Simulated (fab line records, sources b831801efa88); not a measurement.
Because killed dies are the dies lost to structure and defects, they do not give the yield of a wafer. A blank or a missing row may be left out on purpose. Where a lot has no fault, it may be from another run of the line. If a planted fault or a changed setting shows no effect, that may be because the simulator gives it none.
Commonality check across tools    flow gf180mcu    Lots sampled 12, wafers sampled 36

## WHY IT WAS OPENED
On 2 of the 12 lots, a flag is raised at GF_V1_CD_MEAS_14 on the reading cd_nm. No-fault wafers: 261.0 nm, standard deviation 1.2.
Rule: a lot gets a flag if all its wafers with a number sit over 4 standard deviations from that mean, or if no wafer of it has a number. All remaining lots are regarded as sound.

lot   measured      on         cd_nm (nm), wafer by wafer  flag
L150  day 18 11:46  cd_sem-01  261.9 261.4 262.8           
L151  day 19 01:34  cd_sem-02  260.8 261.8 259.9           
L152  day 19 05:26  cd_sem-01  248.5 248.8 248.8           FLAGGED
L153  day 19 18:52  cd_sem-01  251.6 252.3 251.0           FLAGGED
L155  day 20 10:01  cd_sem-02  261.6 260.7 262.0           
L159  day 22 08:02  cd_sem-02  262.1 261.0 261.2           
L163  day 23 14:13  cd_sem-01  259.5 258.8 260.0           
L165  day 24 00:07  cd_sem-01  259.8 260.6 261.8           
L164  day 24 02:08  cd_sem-01  260.8 260.8 260.1           
L168  day 24 21:59  cd_sem-02  261.2 260.1 261.8           
L170  day 25 14:07  cd_sem-02  260.0 259.9 260.1           
L172  day 26 05:52  cd_sem-01  259.6 259.6 260.8           
Average over the flagged lots: 250.2 nm; offset from the usual -10.8 nm, equal to -9 standard deviations.

## LOT BY LOT: THE TOOL USED
The record holds 2 process steps before the reading, out of a route of 602 steps. In each cell: the tool, then ch and the chambers that the sampled wafers went through, then the start.
lot   flag     GF_M1_METAL_ETCH_16                GF_V1_EXPOSE_11
L150           rie_metal-02 ch 0,1, day 17 10:58  krf_scanner-01 ch 0, day 18 00:55
L151           rie_metal-02 ch 0,1, day 18 00:13  krf_scanner-01 ch 0, day 18 13:10
L152  FLAGGED  rie_metal-01 ch 0,1, day 18 04:13  krf_scanner-01 ch 0, day 18 17:08
L153  FLAGGED  rie_metal-01 ch 0,1, day 18 16:43  krf_scanner-01 ch 0, day 19 06:55
L155           rie_metal-01 ch 0,1, day 19 08:25  krf_scanner-02 ch 0, day 19 22:10
L159           rie_metal-01 ch 0,1, day 21 07:58  krf_scanner-02 ch 0, day 21 20:26
L163           rie_metal-04 ch 0,1, day 22 14:31  krf_scanner-02 ch 0, day 23 02:58
L165           rie_metal-01 ch 0, day 23 00:37    krf_scanner-02 ch 0, day 23 13:52
L164           rie_metal-04 ch 0, day 23 02:47    krf_scanner-02 ch 0, day 23 15:41
L168           rie_metal-04 ch 0,1, day 23 22:43  krf_scanner-02 ch 0, day 24 11:34
L170           rie_metal-01 ch 0,1, day 24 15:46  krf_scanner-02 ch 0, day 25 03:55
L172           rie_metal-02 ch 0,1, day 25 06:52  krf_scanner-02 ch 0, day 25 18:59
These steps, and what they do:
- GF_M1_METAL_ETCH_16: etches the open film in Cl2/BCl3, stops on SiO2, target depth 750.8 nm, time 125.1 s.
- GF_V1_EXPOSE_11: exposes mask Via1, target cd 260 nm.
- GF_V1_CD_MEAS_14: target cd 260 nm.

## FLAGGED OVER TOTAL, TOOL BY TOOL (the gauges that took the reading come last)
step                 tool            lots run  flagged  share of the flagged lots  sound lots run after its first flagged lot
GF_M1_METAL_ETCH_16  rie_metal-01    6         2        all                        4 (L155,L159,L165,L170)
GF_M1_METAL_ETCH_16  rie_metal-02    3         0        none                       -
GF_M1_METAL_ETCH_16  rie_metal-04    3         0        none                       -
GF_V1_EXPOSE_11      krf_scanner-01  4         2        all                        0
GF_V1_EXPOSE_11      krf_scanner-02  8         0        none                       -
GF_V1_CD_MEAS_14     cd_sem-01       7         2        all                        4 (L163,L165,L164,L172)
GF_V1_CD_MEAS_14     cd_sem-02       5         0        none                       -

## WHAT THE TABLE PERMITS
Rows of the table that ran every flagged lot, 3 in all: rie_metal-01 at GF_M1_METAL_ETCH_16, krf_scanner-01 at GF_V1_EXPOSE_11, cd_sem-01 at GF_V1_CD_MEAS_14.
- rie_metal-01 at GF_M1_METAL_ETCH_16: 2 of its 6 lots flagged. Lots that were sound ran on it after the first flagged one (L155, L159, L165, L170); a persistent fault on the entire tool would not allow that.
- krf_scanner-01 at GF_V1_EXPOSE_11: 2 of its 4 lots flagged. A fault beginning between L151 (day 18 13:10), its last sound lot, and L152 (day 18 17:08), its first flagged one, fits the data. Its own readings lie more than 4 standard deviations out on every wafer of the flagged lots: exposure_dose_mJ_cm2.
- cd_sem-01 at GF_V1_CD_MEAS_14: 2 of its 7 lots flagged. Lots that were sound ran on it after the first flagged one (L163, L165, L164, L172); a persistent fault on the entire tool would not allow that.
krf_scanner-01 at GF_V1_EXPOSE_11 is the single tool remaining.

## WHAT THE SIMULATOR HAD PUT IN
Drift in process parameters on krf_scanner-01 at GF_V1_EXPOSE_11, starting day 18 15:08. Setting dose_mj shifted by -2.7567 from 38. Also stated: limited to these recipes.
Struck lots among those shown: L152, L153. Same finding as the rule above.
